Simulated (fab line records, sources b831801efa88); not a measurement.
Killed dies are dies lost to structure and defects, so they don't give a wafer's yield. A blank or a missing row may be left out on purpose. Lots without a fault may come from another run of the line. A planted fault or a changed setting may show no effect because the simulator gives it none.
A struck lot beside a sound one | flow sfq_line | 15 steps out of a route of 325
Sound: wafers L603.3, L603.4, L603.5. Struck: wafer L609.5. (L609.3, L609.6 of the same lot were not struck and are left out.) The cause comes at the end.
At each step with rows: each side's tool, then ch and its chambers, then its first start. Under that, the readings that differ: sound wafers | struck wafers | difference of the means | sigmas: that difference in standard deviations of wafers without a fault.
alike: readings whose means differ by less than 2 such deviations, and words and numbers that are the same on both sides. not compared: withheld readings, readings that some wafer has no value for, bounds like >300 that may hide the same value, and numbers for which the record gives no deviation and whose values overlap.
The two part at a step that has a row with sigmas, a row that says differs or no value, or rows on one side only. Numbers that don't overlap but have no deviation are shown without sigmas and don't part them. A reading that every wafer of one side lacks parts them only if that side has two wafers or more.

SFQ_TRILAYER_L0_BARC_OPEN_METAL_ETCH_010: etches BARC in O2, target depth 125 nm, time 41.7 s.
  sound on rie_metal-04 ch 0,1, day 4 04:23; struck on rie_metal-04 ch 0, day 5 17:35
  alike: drypump_motor_current_A, oes_product_au, run_length_s
  not compared: rf_hours_counter_h
SFQ_TRILAYER_L0_ETCH_METAL_ETCH_008: etches MoNx KI in SF6/O2, stops on SiO2, target depth 50 nm, time 25 s.
  sound on rie_metal-04 ch 0,1, day 4 04:27; struck on rie_metal-04 ch 0, day 5 17:39
  alike: drypump_motor_current_A, oes_product_au, run_length_s
  not compared: rf_hours_counter_h
SFQ_TRILAYER_L0_STRIP_STRIP_009: strips in O2.
  sound on rie_metal-04 ch 0,1, day 4 04:41; struck on rie_metal-04 ch 0, day 5 17:53
  alike: drypump_motor_current_A, oes_product_au
  not compared: rf_hours_counter_h
then, 1 step without rows for these wafers: SFQ_TRILAYER_L0_STRIP_SOLV_CLEAN_010 (cleans in NMP, time 600 s).
SFQ_TRILAYER_L0_CAP_PECVD_011: deposits SiO2 from SiH4/N2O, time 13.333 s, target thk 60 nm.
  sound on pecvd-01 ch 0,2, day 4 05:15; struck on pecvd-02 ch 1, day 5 18:27
  alike: heater_power_w, throttle_valve_pct
  not compared: since_wet_clean_h
then, 6 steps without rows for these wafers: SFQ_TRILAYER_L0_VIA_LITHO_COAT_018 (resist thk 62 nm); SFQ_TRILAYER_L0_VIA_LITHO_COAT_013 (resist thk 650 nm); SFQ_TRILAYER_L0_VIA_LITHO_SOFTBAKE_017; SFQ_TRILAYER_L0_VIA_LITHO_EXPOSE_014 (exposes mask L0V, target cd 700 nm); SFQ_TRILAYER_L0_VIA_LITHO_PEB_016 (peb time 60 s); SFQ_TRILAYER_L0_VIA_LITHO_DEVELOP_015 (time 60 s).
SFQ_L0V_OVL_MEAS_903:
  sound on overlay-02, day 4 23:55; struck on overlay-01, day 6 14:25
  reading      | sound     | struck | difference | sigmas
  L0V_OVL (nm) | -9 -3 -13 | 3      | +11        | +2
SFQ_TRILAYER_L0_VIA_BARC_OPEN_VIA_ETCH_021: etches BARC in O2, target depth 125 nm, time 41.7 s.
  sound on rie_diel-04 ch 0,1, day 4 23:56; struck on rie_diel-04 ch 1, day 6 14:26
  reading                                                 | sound             | struck | difference | sigmas
  oes_product_au (a.u.)                                   | 0.694 0.686 0.687 | 0.631  | -0.058     | -12
  run_length_s (s)                                        | 69.7 69.9 69.7    | 80.7   | +10.9      | +27
  model.KrF_of_TRILAYER_L0_VIA_LITHO_COAT_013.thk_nm (nm) | 573.3 572.6 573.2 | 564.6  | -8.4       |
  alike: drypump_motor_current_A
  not compared: rf_hours_counter_h
SFQ_TRILAYER_L0_VIA_ETCH_VIA_ETCH_016: etches SiO2 in CHF3, stops on MoNx KI, target depth 80 nm.
  sound on rie_diel-04 ch 0,1, day 4 23:59; struck on rie_diel-04 ch 1, day 6 14:29
  reading                                                 | sound           | struck | difference | sigmas
  model.KrF_of_TRILAYER_L0_VIA_LITHO_COAT_013.thk_nm (nm) | 559.4 559 559.5 | 550.8  | -8.5       |
  alike: drypump_motor_current_A, oes_product_au
SFQ_TRILAYER_L0_VIA_STRIP_STRIP_017: strips in O2.
  sound on rie_metal-02 ch 0,1, day 5 00:14; struck on rie_metal-03 ch 1, day 6 14:44
  alike: drypump_motor_current_A, oes_product_au
  not compared: rf_hours_counter_h

WHERE THEY PART
First at SFQ_L0V_OVL_MEAS_903; last, within this record, at SFQ_TRILAYER_L0_VIA_BARC_OPEN_VIA_ETCH_021. Later steps at which nothing parts them and some readings are alike: SFQ_TRILAYER_L0_VIA_ETCH_VIA_ETCH_016, SFQ_TRILAYER_L0_VIA_STRIP_STRIP_017.

WHY: what the simulator had put in
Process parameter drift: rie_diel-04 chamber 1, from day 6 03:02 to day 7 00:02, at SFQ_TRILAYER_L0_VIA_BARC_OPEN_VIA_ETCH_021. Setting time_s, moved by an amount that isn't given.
